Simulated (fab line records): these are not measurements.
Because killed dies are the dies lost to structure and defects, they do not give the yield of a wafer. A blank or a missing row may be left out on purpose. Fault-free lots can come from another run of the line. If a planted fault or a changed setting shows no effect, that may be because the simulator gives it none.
fab line records | flow sky130
record: lots: 7 | wafers: 21 | last_day: 50
route steps=708 shown FIELD_ISO@11
lots that met no fault: taken from a fault-free run of the same line
start_h: hours from the record's first day to the start of the lot's first wafer shown | wait_h: how many hours have passed since the lot's step before this one | " identical to the entry in the row above | L1.1+2: a row that stands for several wafers | - no value, or no start given | * or withheld: withheld | < > ~ a bound
route shown NAME@n: a module of which the file shows steps, and the number in the route of the first | usual: average and standard deviation across the fault-free wafers | same: alike in all rows | chamber/n: place in a boat | sites: the reading at each site | _std_site: standard deviation of those values | _edge_site: the outer-site mean with the inner-site mean subtracted | radius_mm: for every site, how far away it sits from the centre of the wafer | mask NAME#n: copy n | behind: the last tool/chamber to shape the wafer | hold: cause of the lot's hold/its duration in hours/its outcome | device: transistor that didn't switch, given as n, p or np | end of line: the tests these same wafers got at the end of their route | a step with no rows: only its recipe | killed: dies that structure and defects cost at the first sort, which is not the same as the wafer's yield | map: a wafer's dies, marking killed ones x, the rest . and places with no die _
set.NAME: the setting that was run; set.NAME@STEP: the one run at that earlier step | model.NAME: the simulator's own value behind a step, which no gauge read
lots at selected steps of the route; one table per step, one row per wafer
services: from which hour (start_h, from the record's first day; less than 0 if before it) a tool's chamber was out of use, for how many hours, and why
== steps ==
step: SKY_FIELD_ISO_EXPOSE_10
recipe: mask_id: FOM | na: 0.68 | source_shape: annular | sigma_inner: 0.4 | sigma_outer: 0.8 | target_cd_nm: 150 | dose_mj: 28
step: SKY_FIELD_ISO_PEB_11
recipe: peb_temp_c: withheld | peb_time_s: withheld | resist: KrF-thick
step: SKY_FIELD_ISO_DEVELOP_12
recipe: develop_time_s: 60 | resist: KrF-thick | dev_temp_c: 21
step: SKY_FIELD_ISO_CD_MEAS_13
recipe: target_cd_nm: 150
usual: cd_nm: 149.4/1.3
lot.wafer | tool      | chamber | start_h | wait_h | cd_nm
L694.1    | cd_sem-02 | -       | 33.04   | -      | 149.9
L694.2    | "         | -       | "       | "      | 148.3
L694.3    | "         | -       | "       | "      | 149.7
L705.1    | cd_sem-01 | -       | 91.11   | -      | 149.3
L705.4    | "         | -       | "       | "      | 151.5
L705.6    | "         | -       | "       | "      | 150.8
L707.1    | cd_sem-02 | -       | 107.61  | -      | 152.1
L707.2    | "         | -       | "       | "      | 151.7
L707.3    | "         | -       | "       | "      | 151.4
L712.1    | cd_sem-01 | -       | 155.99  | -      | 150.7
L712.3    | "         | -       | "       | "      | 149.8
L712.5    | "         | -       | "       | "      | 149.5
L713.1    | cd_sem-01 | -       | 156.64  | -      | 147.8
L713.5    | "         | -       | "       | "      | 148.6
L713.6    | "         | -       | "       | "      | 149.0
L716.2    | cd_sem-02 | -       | 157.16  | -      | 147.0
L716.3    | "         | -       | "       | "      | 148.7
L716.4    | "         | -       | "       | "      | 148.0
L714.2    | cd_sem-01 | -       | 157.33  | -      | 149.0
L714.4    | "         | -       | "       | "      | 149.2
L714.6    | "         | -       | "       | "      | 149.4
step: SKY_FIELD_ISO_ETCH_14
recipe: chemistry: N2/H2 | target: BARC | ion_energy_ev: 200 | source_w: 500 | bias_w: 100 | pressure_mtorr: 30 | n2_flow_sccm: 100 | h2_flow_sccm: 200 | stop_on: SiO2 | time_s: 45.9 | target_depth_a: 600
usual: drypump_motor_current_A: 5.5/0.44 | oes_product_au: 0.854/0.005 | throttle_valve_pct: 13.225/0.0087
lot.wafer | tool        | chamber | start_h | wait_h | drypump_motor_current_A | oes_product_au | rf_hours_counter_h | throttle_valve_pct
L694.1    | rie_diel-03 | 1       | 33.16   | 0.1    | 5.8                     | 0.850          | 1                  | 13.226
L694.2    | "           | 0       | "       | "      | 6.0                     | 0.852          | 86                 | 13.221
L694.3    | "           | 3       | "       | "      | 4.9                     | 0.848          | 170                | 13.214
L705.1    | rie_diel-04 | 2       | 91.23   | 0.1    | 5.7                     | 0.858          | 64                 | 13.224
L705.4    | "           | 0       | "       | "      | 5.6                     | 0.853          | 46                 | 13.226
L705.6    | "           | 0       | "       | "      | 5.7                     | 0.855          | -                  | 13.221
L707.1    | rie_diel-01 | 2       | 107.73  | 0.1    | 6.2                     | 0.851          | 25                 | 13.234
L707.2    | "           | 1       | "       | "      | 6.0                     | 0.860          | 33                 | 13.216
L707.3    | "           | 0       | "       | "      | 4.9                     | 0.844          | 34                 | 13.225
L712.1    | rie_diel-04 | 0       | 156.11  | 0.1    | 5.6                     | 0.849          | 46                 | 13.221
L712.3    | "           | 2       | "       | "      | 5.7                     | 0.852          | 65                 | 13.220
L712.5    | "           | 0       | "       | "      | 5.7                     | 0.848          | -                  | 13.225
L713.1    | rie_diel-01 | 1       | 156.76  | 0.1    | 6.0                     | 0.859          | 34                 | 13.216
L713.5    | "           | 0       | "       | "      | 5.0                     | 0.859          | -                  | 13.229
L713.6    | "           | 3       | "       | "      | 5.7                     | 0.849          | -                  | 13.229
L716.2    | rie_diel-03 | 0       | 157.26  | 0.1    | 6.0                     | 0.855          | 89                 | 13.220
L716.3    | "           | 1       | "       | "      | 5.8                     | 0.853          | 3                  | 13.221
L716.4    | "           | 2       | "       | "      | 5.4                     | 0.853          | 1                  | 13.220
L714.2    | rie_diel-01 | 0       | 157.43  | 0.1    | 4.9                     | 0.857          | 35                 | 13.243
L714.4    | "           | 1       | "       | "      | 6.0                     | 0.861          | 34                 | 13.218
L714.6    | "           | 1       | "       | "      | 6.0                     | 0.854          | -                  | 13.230
step: SKY_FIELD_ISO_ETCH_15
recipe: chemistry: CHF3/O2 | target_depth_nm: 180 | stop_on: Si | source_w: 600 | bias_w: 200 | pressure_mtorr: 40 | chf3_flow_sccm: 50 | O2_flow_sccm: 5 | time_s: 72
usual: drypump_motor_current_A: 5.5/0.44 | oes_product_au: 0.945/0.0078 | throttle_valve_pct: 8.843/0.0094
lot.wafer | tool        | chamber | start_h | wait_h | drypump_motor_current_A | oes_product_au | rf_hours_counter_h | throttle_valve_pct
L694.1    | rie_diel-03 | 1       | 33.20   | 0.0    | 5.8                     | 0.944          | 1                  | 8.862
L694.2    | "           | 0       | "       | "      | 6.0                     | 0.948          | 86                 | 8.853
L694.3    | "           | 3       | "       | "      | 4.9                     | 0.933          | 170                | 8.842
L705.1    | rie_diel-04 | 2       | 91.27   | 0.0    | 5.7                     | 0.951          | 64                 | 8.841
L705.4    | "           | 0       | "       | "      | 5.6                     | 0.949          | 46                 | 8.840
L705.6    | "           | 0       | "       | "      | 5.6                     | 0.958          | -                  | 8.844
L707.1    | rie_diel-01 | 2       | 107.78  | 0.0    | 6.2                     | 0.947          | 25                 | 8.847
L707.2    | "           | 1       | "       | "      | 6.0                     | 0.944          | 33                 | 8.834
L707.3    | "           | 0       | "       | "      | 4.9                     | 0.940          | 34                 | 8.827
L712.1    | rie_diel-04 | 0       | 156.15  | 0.0    | 5.6                     | 0.952          | 46                 | 8.855
L712.3    | "           | 2       | "       | "      | 5.7                     | 0.944          | 65                 | 8.847
L712.5    | "           | 0       | "       | "      | 5.6                     | 0.941          | -                  | 8.837
L713.1    | rie_diel-01 | 1       | 156.80  | 0.0    | 6.0                     | 0.955          | 34                 | 8.842
L713.5    | "           | 0       | "       | "      | 4.9                     | 0.939          | -                  | 8.852
L713.6    | "           | 3       | "       | "      | 5.7                     | 0.947          | -                  | 8.843
L716.2    | rie_diel-03 | 0       | 157.30  | 0.0    | 6.0                     | 0.941          | 89                 | 8.857
L716.3    | "           | 1       | "       | "      | 5.8                     | 0.948          | 3                  | 8.853
L716.4    | "           | 2       | "       | "      | 5.4                     | 0.949          | 1                  | 8.827
L714.2    | rie_diel-01 | 0       | 157.47  | 0.0    | 4.9                     | 0.944          | 35                 | 8.822
L714.4    | "           | 1       | "       | "      | 6.0                     | 0.942          | 34                 | 8.846
L714.6    | "           | 1       | "       | "      | 6.0                     | 0.948          | -                  | 8.838
step: SKY_FIELD_ISO_STRIP_16
recipe: chemistry: O2/N2 | power_w: 1400 | pressure_mtorr: 1500 | platen_temp_c: withheld | o2_flow_sccm: 3000 | n2_flow_sccm: 300 | overash_fraction: 0.5
usual: drypump_motor_current_A: 5.5/0.4 | oes_product_au: 0.378/0.0048 | strip_time_to_endpoint_s: 3.541/0.026
lot.wafer | tool            | chamber | start_h | wait_h | drypump_motor_current_A | oes_product_au | rf_hours_counter_h | strip_time_to_endpoint_s
L694.1    | plasma_asher-03 | 1       | 33.25   | 0.0    | 5.7                     | 0.384          | 35                 | 3.492
L694.2    | "               | 0       | "       | "      | 5.1                     | 0.381          | 35                 | 3.554
L694.3    | "               | 0       | "       | "      | 5.1                     | 0.371          | -                  | 3.542
L705.1    | plasma_asher-01 | 1       | 91.33   | 0.0    | 5.8                     | 0.377          | 41                 | 3.535
L705.4    | "               | 0       | "       | "      | 5.0                     | 0.376          | -                  | 3.549
L705.6    | "               | 1       | "       | "      | 5.8                     | 0.377          | -                  | 3.550
L707.1    | plasma_asher-03 | 1       | 107.83  | 0.0    | 5.7                     | 0.377          | 42                 | 3.544
L707.2    | "               | 0       | "       | "      | 5.1                     | 0.386          | 42                 | 3.556
L707.3    | "               | 1       | "       | "      | 5.7                     | 0.380          | -                  | 3.523
L712.1    | plasma_asher-03 | 0       | 156.21  | 0.0    | 5.1                     | 0.376          | 47                 | 3.519
L712.3    | "               | 1       | "       | "      | 5.7                     | 0.379          | -                  | 3.502
L712.5    | "               | 0       | "       | "      | 5.0                     | 0.376          | -                  | 3.535
L713.1    | plasma_asher-01 | 0       | 156.86  | 0.0    | 5.0                     | 0.379          | 4                  | 3.522
L713.5    | "               | 0       | "       | "      | 5.0                     | 0.375          | -                  | 3.501
L713.6    | "               | 1       | "       | "      | 5.7                     | 0.383          | -                  | 3.510
L716.2    | plasma_asher-03 | 0       | 157.36  | 0.0    | 5.1                     | 0.381          | 47                 | 3.594
L716.3    | "               | 0       | "       | "      | 5.1                     | 0.382          | -                  | 3.582
L716.4    | "               | 1       | "       | "      | 5.7                     | 0.375          | -                  | 3.516
L714.2    | plasma_asher-03 | 1       | 157.53  | 0.0    | 5.8                     | 0.372          | 47                 | 3.515
L714.4    | "               | 0       | "       | "      | 5.0                     | 0.385          | -                  | 3.538
L714.6    | "               | 0       | "       | "      | 5.0                     | 0.376          | -                  | 3.571
step: SKY_FIELD_ISO_ETCH_17
recipe: target_depth_a: 3420 | mask_material: Si3N4 | chemistry: HBr/Cl2/O2 | target: Si | taper_deg: 5 | icp_w: 600 | bias_w: 150 | pressure_mtorr: 15 | HBr_flow_sccm: 150 | Cl2_flow_sccm: 40 | O2_flow_sccm: 6 | time_s: 97.7
usual: HBr_flow_sccm: 149.9/0.44 | drypump_motor_current_A: 5.6/0.53 | oes_product_au: 1.005/0.0092 | throttle_valve_pct: 25.652/0.012
lot.wafer | tool      | chamber | start_h | wait_h | HBr_flow_sccm | drypump_motor_current_A | oes_product_au | rf_hours_counter_h | throttle_valve_pct
L694.1    | rie_si-02 | 1       | 33.35   | 0.1    | 150.2         | 5.2                     | 1.016          | 60                 | 25.662
L694.2    | "         | 3       | "       | "      | 149.3         | 6.3                     | 1.023          | 148                | 25.642
L694.3    | "         | 2       | "       | "      | 150.6         | 4.9                     | 0.995          | 82                 | 25.664
L705.1    | rie_si-01 | 1       | 91.43   | 0.1    | 150.0         | 5.3                     | 1.007          | 118                | 25.642
L705.4    | "         | 0       | "       | "      | 150.0         | 5.3                     | 1.015          | 97                 | 25.652
L705.6    | "         | 3       | "       | "      | 149.9         | 6.3                     | 1.009          | -                  | 25.668
L707.1    | rie_si-01 | 0       | 107.93  | 0.1    | 150.3         | 5.3                     | 1.011          | 97                 | 25.637
L707.2    | "         | 1       | "       | "      | 150.0         | 5.3                     | 0.989          | 118                | 25.666
L707.3    | "         | 2       | "       | "      | 149.3         | 6.0                     | 0.999          | 133                | 25.640
L712.1    | rie_si-02 | 2       | 156.31  | 0.1    | 150.7         | 4.9                     | 0.998          | 83                 | 25.679
L712.3    | "         | 0       | "       | "      | 149.2         | 6.0                     | 1.014          | 2                  | 25.643
L712.5    | "         | 3       | "       | "      | 149.9         | 6.3                     | 1.020          | -                  | 25.638
L713.1    | rie_si-01 | 1       | 156.96  | 0.1    | 149.4         | 5.2                     | 0.988          | 118                | 25.690
L713.5    | "         | 2       | "       | "      | 150.5         | 6.0                     | 0.992          | -                  | 25.668
L713.6    | "         | 3       | "       | "      | 150.5         | 6.3                     | 1.005          | -                  | 25.641
L716.2    | rie_si-02 | 2       | 157.46  | 0.1    | 150.3         | 4.9                     | 1.004          | 83                 | 25.646
L716.3    | "         | 1       | "       | "      | 150.0         | 5.2                     | 0.983          | 61                 | 25.676
L716.4    | "         | 3       | "       | "      | 149.9         | 6.3                     | 1.011          | 0                  | 25.650
L714.2    | rie_si-02 | 2       | 157.63  | 0.1    | 150.0         | 4.9                     | 0.985          | 83                 | 25.667
L714.4    | "         | 0       | "       | "      | 149.1         | 6.0                     | 1.001          | 2                  | 25.672
L714.6    | "         | 2       | "       | "      | 150.1         | 4.9                     | 1.000          | -                  | 25.650
step: SKY_FIELD_ISO_WET_ETCH_18
recipe: chemistry: H3PO4 | target_depth_nm: 25 | temp_c: 160 | target: Si3N4 | time_s: 286
step: SKY_FIELD_ISO_CLEAN_19
recipe: chemistry: SC1/SC2 | mix: 1:4:20 | temp_c: 70 | time_s: 150
step: SKY_FIELD_ISO_CLEAN_20
recipe: chemistry: dHF | time_s: 20 | dilution: 100:1
step: SKY_FIELD_ISO_WET_ETCH_21
recipe: chemistry: dHF | dilution: 100:1 | target_depth_nm: 20 | dry: ipa_marangoni | target: SiO2 | temp_c: 25 | time_s: 400
step: SKY_FIELD_ISO_OXIDATION_22
recipe: temp_c: 950 | ambient: O2 | stabilise_s: 600 | purge_s: 300 | target_thk_a: 100 | ox_time_s: 623
usual: ox_temp_c: 950.0/0.41 | ox_temp_c_max: 954.3/1.2 | spike_tc_top_C: 958/5.2
lot.wafer | tool       | chamber | start_h | wait_h | ox_temp_c | ox_temp_c_max | spike_tc_top_C
L694.1    | furnace-02 | 0       | 33.71   | 0.0    | 949.8     | 952.5         | 954
L694.2    | "          | 0       | "       | "      | 949.4     | 952.5         | 954
L694.3    | "          | 0       | "       | "      | 949.0     | 953.7         | 956
L705.1    | furnace-02 | 0       | 91.77   | 0.0    | 949.7     | 953.8         | 953
L705.4    | "          | 0       | "       | "      | 949.8     | 953.8         | 955
L705.6    | "          | 0       | "       | "      | 950.1     | 954.3         | 956
L707.1    | furnace-02 | 0       | 108.28  | 0.0    | 950.3     | 953.5         | 954
L707.2    | "          | 0       | "       | "      | 950.3     | 952.9         | 954
L707.3    | "          | 0       | "       | "      | 950.3     | 953.4         | 955
L712.1    | furnace-02 | -       | 158.42  | 1.8    | -         | -             | -
L712.3    | "          | -       | "       | "      | -         | -             | -
L712.5    | "          | -       | "       | "      | -         | -             | -
L713.1    | furnace-02 | -       | 158.42  | 0.9    | -         | -             | -
L713.5    | "          | -       | "       | "      | -         | -             | -
L713.6    | "          | -       | "       | "      | -         | -             | -
L714.2    | furnace-02 | -       | 158.42  | 0.3    | -         | -             | -
L714.4    | "          | -       | "       | "      | -         | -             | -
L714.6    | "          | -       | "       | "      | -         | -             | -
L716.2    | furnace-02 | 0       | 158.42  | 0.6    | 950.1     | 954.3         | 956
L716.3    | "          | 0       | "       | "      | 950.5     | 955.4         | 953
L716.4    | "          | 0       | "       | "      | 950.1     | 952.9         | 953
== services ==
tool            | chamber | start_h | hours | kind
rie_diel-04     | -       | 11.34   | 0.3   | repair
rie_diel-04     | -       | 20.22   | 14.6  | pm
rie_diel-01     | 2       | 30.18   | 13.1  | repair
plasma_asher-03 | -       | 36.26   | 2.2   | repair
rie_diel-01     | 1       | 50.30   | 5.8   | repair
rie_diel-01     | 3       | 52.81   | 5.2   | repair
rie_diel-03     | 2       | 60.05   | -     | clean
rie_diel-03     | 2       | 60.05   | 29.1  | scheduled_down
rie_diel-03     | 2       | 60.05   | 29.1  | vent_cycle
rie_diel-03     | 0       | 83.31   | 7.1   | repair
rie_si-02       | 3       | 85.44   | -     | clean
rie_si-02       | 3       | 85.44   | 18.7  | scheduled_down
rie_si-02       | 3       | 85.44   | 18.7  | vent_cycle
rie_diel-03     | 3       | 90.40   | -     | clean
rie_diel-03     | 3       | 90.40   | 16.1  | scheduled_down
rie_diel-03     | 3       | 90.40   | 16.1  | vent_cycle
rie_si-02       | -       | 99.80   | 2.8   | pm
rie_diel-04     | -       | 105.75  | 15.6  | pm
plasma_asher-01 | -       | 108.75  | 9.0   | pm
rie_si-02       | 1       | 133.76  | 3.0   | repair
rie_diel-01     | 2       | 148.33  | 2.9   | repair
furnace-02      | -       | 149.40  | 2.5   | pm
rie_diel-04     | 1       | 155.44  | 2.0   | repair
rie_si-01       | 2       | 157.06  | -     | clean
== key ==
first_sign: step: SKY_FIELD_ISO_OXIDATION_22 | reading: tool_record | direction: missing
effect none on later readings
met_at SKY_FIELD_ISO_OXIDATION_22
struck_wafers L712.1,L712.3,L712.5,L713.1,L713.5,L713.6,L714.2,L714.4,L714.6
later_rows_left_out L712.1,L712.3,L712.5,L713.1,L713.5,L713.6,L714.2,L714.4,L714.6
sort_left_out L712.1,L712.3,L712.5,L713.1,L713.5,L713.6,L714.2,L714.4,L714.6
tester_left_out L712,L713,L714
onset_between 108.28 158.42
fault: kind: skipped_step_whole | tool: furnace-02 | chamber: - | onset_h: 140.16 | steps: SKY_FIELD_ISO_OXIDATION_22 | scope: struck_lots_only
tester_left_out: of these lots the tester's yield and bins aren't shown, on N5 and GAA mostly nor the transistor test; their killed dies are dies lost to structure and defects alone, not to doping, threshold or leakage, so they don't give the yield
sort_left_out: the simulated sort isn't trusted on such a fault, so these wafers' sort isn't shown, and their yield isn't known
later_rows_left_out: the simulator's readings of these wafers behind a module that went badly wrong aren't trusted and aren't shown, but for the sort
